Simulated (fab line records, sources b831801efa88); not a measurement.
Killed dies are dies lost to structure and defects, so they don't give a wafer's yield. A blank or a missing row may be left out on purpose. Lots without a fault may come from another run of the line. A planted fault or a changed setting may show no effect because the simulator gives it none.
Which tool did it? | flow gf180mcu | 11 lots, 33 wafers sampled, at 3 steps of a route of 602

WHAT THE GAUGES READ, wafer by wafer
GF_TOP_METAL_THK_MEAS_06: measures by xrf.
lot  | measured     | on            | TOP_METAL_ALCU_THK (nm)
L436 | day 28 08:22 | film_metro-03 | 873 888 864
L437 | day 28 09:58 | film_metro-02 | 888 904 892
L439 | day 28 21:08 | film_metro-04 | 886 900 893
L440 | day 29 14:53 | film_metro-03 | 887 894 891
L441 | day 29 22:52 | film_metro-02 | 879 881 888
L443 | day 30 10:14 | film_metro-02 | 873 880 887
L448 | day 31 19:35 | film_metro-02 | 886 895 885
L452 | day 32 15:49 | film_metro-02 | 903 883 893
L453 | day 33 00:14 | film_metro-03 | 890 904 892
L454 | day 33 02:46 | film_metro-02 | 881 881 889
L455 | day 33 10:45 | film_metro-02 | 891 900 898

WHICH TOOL RAN EACH LOT (tool, then ch and the chambers of the sampled wafers, then the start)
lot  | GF_V5_ETCH_16                      | GF_V5_SPUTTER_22
L436 | rie_diel-04 ch 0,1,3, day 28 06:34 | pvd_sputter-04, day 28 07:23
L437 | rie_diel-02 ch 0,1,2, day 28 08:13 | pvd_sputter-03, day 28 09:00
L439 | rie_diel-02 ch 1,2,3, day 28 19:22 | pvd_sputter-01, day 28 20:10
L440 | rie_diel-03 ch 1,2,3, day 29 13:10 | pvd_sputter-04, day 29 13:55
L441 | rie_diel-02 ch 0,1,2, day 29 21:08 | pvd_sputter-04, day 29 21:53
L443 | rie_diel-03 ch 0,2, day 30 08:31   | pvd_sputter-03, day 30 09:16
L448 | rie_diel-04 ch 1,2,3, day 31 17:44 | pvd_sputter-01, day 31 18:29
L452 | rie_diel-02 ch 0,2,3, day 32 13:56 | pvd_sputter-01, day 32 14:50
L453 | rie_diel-02 ch 0,1,3, day 32 22:29 | pvd_sputter-03, day 32 23:16
L454 | rie_diel-04 ch 2,3, day 33 00:59   | pvd_sputter-01, day 33 01:47
L455 | rie_diel-02 ch 0,1,2, day 33 09:01 | pvd_sputter-04, day 33 09:46
- GF_V5_ETCH_16: etches BARC in N2/H2.
- GF_V5_SPUTTER_22: material TiN, target thk 10 nm, time 40 s.

THE ANSWER, worked out from the rows above alone
Rule: what is usual is taken from the lots themselves. Put in order of their means at a reading, lots are off if they are a third of the lots or fewer, leave a main group of 4 or more, and stand apart from it by a gap of 3 or more times the standard deviation of the main group's means; of several such gaps the widest counts. A main group whose means are all the same, to the digits that the tables above print for the reading, isn't used. A lot without any number at a reading at which 4 lots or more have one is off too. The other lots that the step has rows for count as sound.
No lot is off at any reading shown: from this, nothing can be told.

WHAT THE SIMULATOR HAD PUT IN
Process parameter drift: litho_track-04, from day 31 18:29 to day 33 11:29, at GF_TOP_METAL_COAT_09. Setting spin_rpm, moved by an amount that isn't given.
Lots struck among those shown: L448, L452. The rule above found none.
